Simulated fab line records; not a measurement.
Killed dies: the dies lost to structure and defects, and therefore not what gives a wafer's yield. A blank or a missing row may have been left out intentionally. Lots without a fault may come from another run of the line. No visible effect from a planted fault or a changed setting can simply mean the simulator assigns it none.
What tool caused it? | flow sky130 | 12 lots with 36 wafers sampled at 5 steps, on a route of 708 steps

## WHAT THE GAUGES SHOWED, per wafer
The record holds no reading of a measuring or inspecting step that can be judged against a usual standard deviation.

## EACH LOT AND THE TOOL THAT RAN IT (in order: tool; ch and the chambers of the sampled wafers; start)
lot  | SKY_CAPM_SPUTTER_02          | SKY_METAL3_ETCH_17                 | SKY_METAL4_SPUTTER_00        | SKY_PASSIVATION_CVD_02          | SKY_PAD_OPEN_PROBE_99
L974 | pvd_sputter-02, day 36 11:31 | rie_diel-04 ch 1,2,3, day 38 16:03 | pvd_sputter-02, day 39 20:03 | pecvd-04 ch 0,1,2, day 43 21:09 | -
L975 | pvd_sputter-01, day 36 16:26 | rie_diel-02 ch 0,2, day 38 20:30   | pvd_sputter-02, day 40 00:27 | pecvd-04 ch 0,1, day 44 01:38   | -
L976 | pvd_sputter-01, day 37 02:31 | rie_diel-03 ch 1,2,3, day 39 07:16 | pvd_sputter-03, day 40 11:31 | pecvd-04 ch 1,2, day 44 12:17   | -
L977 | pvd_sputter-02, day 38 04:40 | rie_diel-04 ch 1,2, day 40 07:40   | pvd_sputter-04, day 41 11:07 | pecvd-02 ch 0,1, day 45 10:07   | -
L979 | pvd_sputter-04, day 38 20:24 | rie_diel-04 ch 1,2, day 40 22:05   | pvd_sputter-04, day 42 00:44 | pecvd-04 ch 1,2, day 45 23:04   | -
L981 | pvd_sputter-04, day 39 03:01 | rie_diel-03 ch 0,1,2, day 41 04:40 | pvd_sputter-02, day 42 06:28 | pecvd-03 ch 1,2, day 46 03:26   | -
L980 | pvd_sputter-02, day 39 05:23 | rie_diel-02 ch 0,1,2, day 41 07:14 | pvd_sputter-02, day 42 09:35 | pecvd-02 ch 0,1,2, day 46 06:07 | -
L982 | pvd_sputter-04, day 39 20:50 | rie_diel-03 ch 0,3, day 41 22:18   | pvd_sputter-02, day 43 00:19 | pecvd-04 ch 0,1,2, day 46 20:41 | -
L984 | pvd_sputter-04, day 39 23:39 | rie_diel-02 ch 1,2, day 42 00:07   | pvd_sputter-03, day 43 02:30 | pecvd-04 ch 1,2, day 46 22:11   | prober-01, day 48 16:34
L983 | pvd_sputter-04, day 40 01:25 | rie_diel-04 ch 0,2, day 42 02:25   | pvd_sputter-02, day 43 04:43 | pecvd-03 ch 0,1, day 46 23:46   | prober-02, day 48 17:53
L986 | pvd_sputter-01, day 40 10:46 | rie_diel-04 ch 1,2,3, day 42 11:13 | pvd_sputter-03, day 43 13:53 | pecvd-04 ch 0,1, day 47 07:48   | -
L991 | pvd_sputter-02, day 41 18:20 | rie_diel-04 ch 0,3, day 43 17:29   | pvd_sputter-02, day 44 18:50 | pecvd-03 ch 0,1, day 48 09:35   | -
- SKY_CAPM_SPUTTER_02: material TiN, target thk 200 nm, time 166.7 s.
- SKY_METAL3_ETCH_17: etches SiO2 in C4F8/O2/Ar, stops on TiN, time 3.9 s, target depth 15 nm.
- SKY_METAL4_SPUTTER_00: material Ti, target thk 15 nm, time 10 s.
- SKY_PASSIVATION_CVD_02: deposits Si3N4, target thk 540 nm.
- SKY_PAD_OPEN_PROBE_99

## AS READ BY THE TOOLS THEMSELVES (means over the sampled wafers that have a number; for cases with no such wafer, the mark the record gives instead)
SKY_CAPM_SPUTTER_02.
lot  | tool           | chamber_pressure_pa (Pa) | throttle_valve_pct (%)
L974 | pvd_sputter-02 | 0.3998                   | 30.0
L975 | pvd_sputter-01 | 0.3997                   | 30.2
L976 | pvd_sputter-01 | 0.4003                   | 30.3
L977 | pvd_sputter-02 | 0.4005                   | 30.7
L979 | pvd_sputter-04 | 0.3999                   | 30.6
L981 | pvd_sputter-04 | 0.3999                   | 30.6
L980 | pvd_sputter-02 | 0.4003                   | 30.3
L982 | pvd_sputter-04 | 0.4005                   | 29.9
L984 | pvd_sputter-04 | 0.4002                   | 30.0
L983 | pvd_sputter-04 | 0.4004                   | 30.9
L986 | pvd_sputter-01 | 0.3998                   | 30.1
L991 | pvd_sputter-02 | 0.4002                   | 29.1

SKY_METAL3_ETCH_17.
lot  | tool        | oes_product_au (a.u.)
L974 | rie_diel-04 | 0.755
L975 | rie_diel-02 | 0.746
L976 | rie_diel-03 | 0.749
L977 | rie_diel-04 | 0.757
L979 | rie_diel-04 | 0.759
L981 | rie_diel-03 | 0.760
L980 | rie_diel-02 | 0.757
L982 | rie_diel-03 | 0.769
L984 | rie_diel-02 | 0.748
L983 | rie_diel-04 | 0.760
L986 | rie_diel-04 | 0.752
L991 | rie_diel-04 | 0.761

SKY_METAL4_SPUTTER_00.
lot  | tool           | chamber_pressure_pa (Pa) | throttle_valve_pct (%)
L974 | pvd_sputter-02 | 0.4013                   | 29.7
L975 | pvd_sputter-02 | 0.4000                   | 30.0
L976 | pvd_sputter-03 | 0.3996                   | 31.3
L977 | pvd_sputter-04 | 0.4003                   | 30.6
L979 | pvd_sputter-04 | 0.4000                   | 30.1
L981 | pvd_sputter-02 | 0.3998                   | 30.1
L980 | pvd_sputter-02 | 0.3999                   | 30.0
L982 | pvd_sputter-02 | 0.3998                   | 30.1
L984 | pvd_sputter-03 | 0.4004                   | 31.3
L983 | pvd_sputter-02 | 0.4003                   | 29.5
L986 | pvd_sputter-03 | 0.4007                   | 30.1
L991 | pvd_sputter-02 | 0.3999                   | 29.9

SKY_PASSIVATION_CVD_02.
lot  | tool     | heater_power_w (W)
L974 | pecvd-04 | 749
L975 | pecvd-04 | 761
L976 | pecvd-04 | 804
L977 | pecvd-02 | 737
L979 | pecvd-04 | 722
L981 | pecvd-03 | 701
L980 | pecvd-02 | 691
L982 | pecvd-04 | 790
L984 | pecvd-04 | 691
L983 | pecvd-03 | 738
L986 | pecvd-04 | 817
L991 | pecvd-03 | 711

SKY_PAD_OPEN_PROBE_99.
lot  | tool      | defect_limited_yield (%) | killed_at_M0_to_M3 | killed_at_M4_up | killed_at_contacts | killed_at_front_end | killed_at_other | killed_dies | killed_open | killed_short | sort_bin_3_pad_short (%) | sort_bin_5_function (%) | sort_bin_6_memory (%) | sort_n_pass | sort_yield_pct (%)
L984 | prober-01 | 76.2                     | 48                 | 3.0             | 24                 | 10                  | 33.0            | 117         | 49          | 34           | 2.5                      | 14.9                    | 6.4                   | 375         | 76.2
L983 | prober-02 | 75.2                     | 41                 | 3.3             | 23                 | 18                  | 37.0            | 122         | 52          | 33           | 1.9                      | 15.7                    | 7.2                   | 370         | 75.2

## THE ANSWER, worked out from the rows above alone
Rule: the usual values come from the lots themselves. The widest of any qualifying gaps counts: lots, ordered by their means at a reading, are off when they make up no more than a third of the lots, leave a main group of 4 or more, and stand apart from it by 3 or more times the standard deviation of that group's means. Not used: any main group whose means are identical at the precision the tables above print for the reading. A lot without any number at a reading at which 4 lots or more have one is off too. All remaining lots with rows at the step are treated as sound. First the gauges in route order, then the tools' own readings, where a lot's mean is used as printed above. The first step at which some lot is off is used, and at that step the reading that is off furthest; a lot without a number counts as furthest.
No lot is off at any reading shown: from this, nothing can be told.

## WHAT THE SIMULATOR PUT IN
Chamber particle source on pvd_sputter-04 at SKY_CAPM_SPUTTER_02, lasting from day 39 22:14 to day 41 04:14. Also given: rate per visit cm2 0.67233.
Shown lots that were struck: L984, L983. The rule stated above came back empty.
